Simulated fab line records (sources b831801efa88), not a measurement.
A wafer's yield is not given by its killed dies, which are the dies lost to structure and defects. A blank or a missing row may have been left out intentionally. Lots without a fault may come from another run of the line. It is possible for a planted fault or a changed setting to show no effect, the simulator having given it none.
Matching of chambers    flow gf180mcu    GF_V1_CMP_26 on cmp-01 has 4 sister chambers
The step polishes, stops on SiO2, t overpolish 15 s, target thk 0 nm. 14 wafers are shown with their chamber, then 7 later ones without.

WAFERS WITH THEIR CHAMBER
wafer   chamber  motor-current-A (A)  time-to-endpoint-s (s)  overpolish-run-s (s)
L077.1  3        11.2                 85.2                    14.998
L077.2  0        11.3                 81.8                    15.000
L077.4  1        9.7                  84.2                    14.986
L082.1  0        10.4                 81.5                    14.986
L082.2  3        11.4                 82.2                    14.996
L082.5  2        12.0                 87.5                    15.004
L083.2  1        9.2                  82.3                    15.001
L083.3  3        11.3                 86.4                    14.996
L083.5  1        9.9                  80.4                    15.001
L086.1  1        10.4                 84.4                    14.991
L086.3  3        11.9                 85.8                    15.004
L086.5  1        9.3                  81.3                    15.004
L089.1  0        11.4                 82.5                    14.999
L089.4  1        9.6                  80.3                    15.001

SIGNATURES (averages over the wafers above)
reading             chamber 0  chamber 1  chamber 2  chamber 3  scatter within a chamber
motor-current-A     11.033     9.683      12.000     11.450     0.43
time-to-endpoint-s  81.933     82.150     87.500     84.900     1.66
overpolish-run-s    14.99500   14.99733   15.00400   14.99850   0.00647
Rule: for each reading, subtract the chamber's mean from the wafer's reading, divide by that reading's scatter and square the result; add these up over the readings and take the root, which gives the wafer's distance from the chamber. The wafer belongs to the nearest chamber; if the next one is less than 2 further off, it can't be placed. The scatter: take each reading less its chamber's mean, square it, sum over the shown wafers, divide by the number of wafers less the number of chambers, and take the root.

WAFERS WITH NO CHAMBER GIVEN
wafer   motor-current-A (A)  time-to-endpoint-s (s)  overpolish-run-s (s)
L089.6  11.2                 84.1                    15.002
L090.2  9.5                  84.9                    14.992
L090.4  12.1                 82.8                    15.009
L090.5  10.0                 83.1                    15.001
L097.2  11.4                 83.9                    14.993
L097.5  9.5                  81.3                    15.017
L097.6  11.1                 86.3                    14.995

EACH ONE'S CHAMBER
wafer   from the rows above           in truth
L089.6  can't be placed: 3 or 0 or 2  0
L090.2  1                             1
L090.4  can't be placed: 3 or 2 or 0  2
L090.5  can't be placed: 1 or 0       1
L097.2  can't be placed: 3 or 0       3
L097.5  can't be placed: 1 or 0       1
L097.6  can't be placed: 3 or 2 or 0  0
Correctly placed: 1 of 7. From these rows, 6 cannot be placed; in 6 the true chamber is one of the candidates. 0 placed wrongly.
